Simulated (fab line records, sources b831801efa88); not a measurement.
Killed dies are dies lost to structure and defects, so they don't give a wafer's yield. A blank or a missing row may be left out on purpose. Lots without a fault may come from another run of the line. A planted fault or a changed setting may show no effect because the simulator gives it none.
Chamber matching | flow sky130 | SKY_METAL4_ETCH_17 on rie_diel-04: 4 sister chambers
The step etches SiO2 in C4F8/O2/Ar, stops on TiN, time 3.9 s, target depth 15 nm. 14 wafers are shown with their chamber, then 7 later ones without.

WAFERS WITH THEIR CHAMBER
wafer  | chamber | bias_w (W) | oes_product_au (a.u.)
L075.3 | 2       | 1194       | 0.761
L075.5 | 1       | 1197       | 0.750
L075.6 | 0       | 1201       | 0.752
L080.1 | 3       | 1201       | 0.751
L080.2 | 1       | 1198       | 0.747
L080.6 | 1       | 1194       | 0.754
L083.1 | 2       | 1200       | 0.744
L083.2 | 0       | 1196       | 0.745
L083.4 | 1       | 1211       | 0.754
L092.1 | 2       | 1197       | 0.756
L092.2 | 3       | 1199       | 0.752
L092.4 | 0       | 1200       | 0.759
L096.1 | 0       | 1197       | 0.742
L096.2 | 3       | 1200       | 0.750

SIGNATURES (means of the wafers above)
reading        | chamber 0 | chamber 1 | chamber 2 | chamber 3 | scatter within a chamber
bias_w         | 1198.50   | 1200.00   | 1197.00   | 1200.00   | 4.55
oes_product_au | 0.74950   | 0.75125   | 0.75367   | 0.75100   | 0.00602
Rule: a wafer's distance from a chamber is the root of the sum, over the readings, of the square of ((its reading less the chamber's mean) divided by the reading's scatter). The wafer belongs to the nearest chamber; if the next one is less than 2 further off, it can't be placed. The scatter: the root of (the sum of the squares of (reading less its chamber's mean) over the shown wafers, divided by (wafers less chambers)).

WAFERS WITHOUT THEIR CHAMBER
wafer  | bias_w (W) | oes_product_au (a.u.)
L096.3 | 1204       | 0.749
L096.4 | 1204       | 0.759
L096.5 | 1199       | 0.764
L096.6 | 1203       | 0.761
L097.1 | 1203       | 0.745
L097.2 | 1198       | 0.742
L097.6 | 1196       | 0.752

WHICH CHAMBER EACH WENT THROUGH
wafer  | from the rows above               | in truth
L096.3 | can't be placed: 3 or 1 or 0 or 2 | 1
L096.4 | can't be placed: 1 or 3 or 2 or 0 | 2
L096.5 | can't be placed: 2 or 1 or 3 or 0 | 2
L096.6 | can't be placed: 1 or 3 or 2 or 0 | 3
L097.1 | can't be placed: 3 or 1 or 0 or 2 | 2
L097.2 | can't be placed: 0 or 3 or 1 or 2 | 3
L097.6 | can't be placed: 2 or 0 or 1 or 3 | 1
Placed correctly: 0 of 7. Can't be placed from these rows: 7 (the true chamber is among the candidates in 7). Placed wrongly: 0.
